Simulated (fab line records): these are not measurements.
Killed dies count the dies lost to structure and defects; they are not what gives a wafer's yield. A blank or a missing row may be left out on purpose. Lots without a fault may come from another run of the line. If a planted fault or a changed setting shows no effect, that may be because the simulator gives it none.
What tool caused it?    flow gf180mcu    42 wafers from 15 lots sampled at 3 of the route's 602 steps

## WHAT THE GAUGES SHOWED, per wafer
GF_V3_OVL_MEAS_15.
lot   measured      on          V3_OVL (nm)
L617  day 22 23:30  overlay-01  -3 9 -3
L615  day 23 01:49  overlay-01  -5 -4 -1
L616  day 23 03:28  overlay-02  -3 5 4
L614  day 23 05:22  overlay-02  2 1 5
L618  day 23 08:24  overlay-02  -5 -5 2
L619  day 23 10:19  overlay-02  -11 -13 -6
L620  day 23 18:13  overlay-02  5 0
L622  day 24 06:13  overlay-02  4 -4
L623  day 24 20:37  overlay-01  -6 -11
L631  day 27 09:08  overlay-02  -2 0 -1
L632  day 27 23:33  overlay-01  -1 -9 -13
L633  day 28 02:45  overlay-01  -3 -1 -9
L634  day 28 14:12  overlay-02  6 5 0
L636  day 29 06:46  overlay-02  2 -10 3
L637  day 29 10:28  overlay-01  -2 -14 -5

## EACH LOT AND THE TOOL THAT RAN IT (in order: tool; ch and the chambers of the sampled wafers; start)
lot   GF_M3_SPUTTER_02              GF_M3_METAL_ETCH_16
L617  pvd_sputter-04, day 21 00:52  rie_metal-03 ch 0, day 21 23:35
L615  pvd_sputter-04, day 21 04:01  rie_metal-02 ch 0,1, day 22 02:17
L616  pvd_sputter-03, day 21 04:54  rie_metal-03 ch 0, day 22 03:44
L614  pvd_sputter-01, day 21 06:52  rie_metal-02 ch 0,1, day 22 05:17
L618  pvd_sputter-03, day 21 09:52  rie_metal-03 ch 0, day 22 08:23
L619  pvd_sputter-03, day 21 11:46  rie_metal-01 ch 0,1, day 22 10:23
L620  pvd_sputter-03, day 21 19:43  rie_metal-01 ch 0,1, day 22 18:41
L622  pvd_sputter-03, day 22 07:46  rie_metal-01 ch 0,1, day 23 06:11
L623  pvd_sputter-04, day 22 21:58  rie_metal-02 ch 1, day 23 20:22
L631  pvd_sputter-03, day 25 12:10  rie_metal-03 ch 0,1, day 26 10:27
L632  pvd_sputter-03, day 26 01:35  rie_metal-03 ch 1, day 26 23:50
L633  pvd_sputter-03, day 26 04:58  rie_metal-03 ch 1, day 27 03:14
L634  pvd_sputter-03, day 26 16:35  rie_metal-03 ch 1, day 27 15:11
L636  pvd_sputter-03, day 27 09:39  rie_metal-02 ch 0,1, day 28 07:50
L637  pvd_sputter-04, day 27 13:43  rie_metal-03 ch 0, day 28 11:27
- GF_M3_SPUTTER_02: material AlCu, target thk 450 nm, time 23.9 s.
- GF_M3_METAL_ETCH_16: etches the open film in Cl2/BCl3, stops on SiO2, target depth 750.8 nm, time 125.1 s.

## AS READ BY THE TOOLS THEMSELVES (means over the sampled wafers that have a number; for cases with no such wafer, the mark the record gives instead)
GF_M3_SPUTTER_02.
lot   tool            throttle_valve_pct (%)
L617  pvd_sputter-04  31.2
L615  pvd_sputter-04  30.0
L616  pvd_sputter-03  30.9
L614  pvd_sputter-01  31.2
L618  pvd_sputter-03  31.2
L619  pvd_sputter-03  31.5
L620  pvd_sputter-03  31.8
L622  pvd_sputter-03  32.2
L623  pvd_sputter-04  30.5
L631  pvd_sputter-03  31.6
L632  pvd_sputter-03  31.1
L633  pvd_sputter-03  29.6
L634  pvd_sputter-03  31.5
L636  pvd_sputter-03  31.9
L637  pvd_sputter-04  30.7

GF_M3_METAL_ETCH_16.
lot   tool          bcl3_flow_sccm (sccm)  drypump_motor_current_A (A)  oes_product_au (a.u.)  throttle_valve_pct (%)
L617  rie_metal-03  40.03                  6.11                         0.995                  28.209
L615  rie_metal-02  39.96                  6.27                         0.988                  28.225
L616  rie_metal-03  40.00                  6.10                         0.997                  28.224
L614  rie_metal-02  39.92                  6.30                         0.991                  28.222
L618  rie_metal-03  40.02                  6.12                         0.998                  28.240
L619  rie_metal-01  40.05                  6.53                         0.981                  28.241
L620  rie_metal-01  39.97                  6.46                         0.992                  28.229
L622  rie_metal-01  40.05                  6.46                         0.986                  28.224
L623  rie_metal-02  39.97                  6.60                         0.996                  28.212
L631  rie_metal-03  39.86                  6.32                         0.996                  28.228
L632  rie_metal-03  39.91                  6.44                         0.995                  28.232
L633  rie_metal-03  39.96                  6.47                         0.994                  28.222
L634  rie_metal-03  39.96                  6.45                         0.992                  28.223
L636  rie_metal-02  40.04                  5.97                         0.995                  28.221
L637  rie_metal-03  39.97                  6.12                         0.992                  28.231

## THE ANSWER, worked out from the rows above alone
Rule: the usual values come from the lots themselves. Put in order of their means at a reading, lots are off if they are a third of the lots or fewer, leave a main group of 4 or more, and stand apart from it by a gap of 3 or more times the standard deviation of the main group's means; of several such gaps the widest counts. A main group whose means are all the same, to the digits that the tables above print for the reading, isn't used. A lot without any number at a reading at which 4 lots or more have one is off too. Where the step has rows for the other lots, those lots are counted as sound. After the gauges, taken in route order, come the tools' own readings; for these a lot's mean is taken, as printed above. The first step at which some lot is off is used, and at that step the reading that is off furthest; a lot without a number counts as furthest.
Nothing can be told from this: no lot is off at any reading shown.

## WHAT THE SIMULATOR HAD INSERTED
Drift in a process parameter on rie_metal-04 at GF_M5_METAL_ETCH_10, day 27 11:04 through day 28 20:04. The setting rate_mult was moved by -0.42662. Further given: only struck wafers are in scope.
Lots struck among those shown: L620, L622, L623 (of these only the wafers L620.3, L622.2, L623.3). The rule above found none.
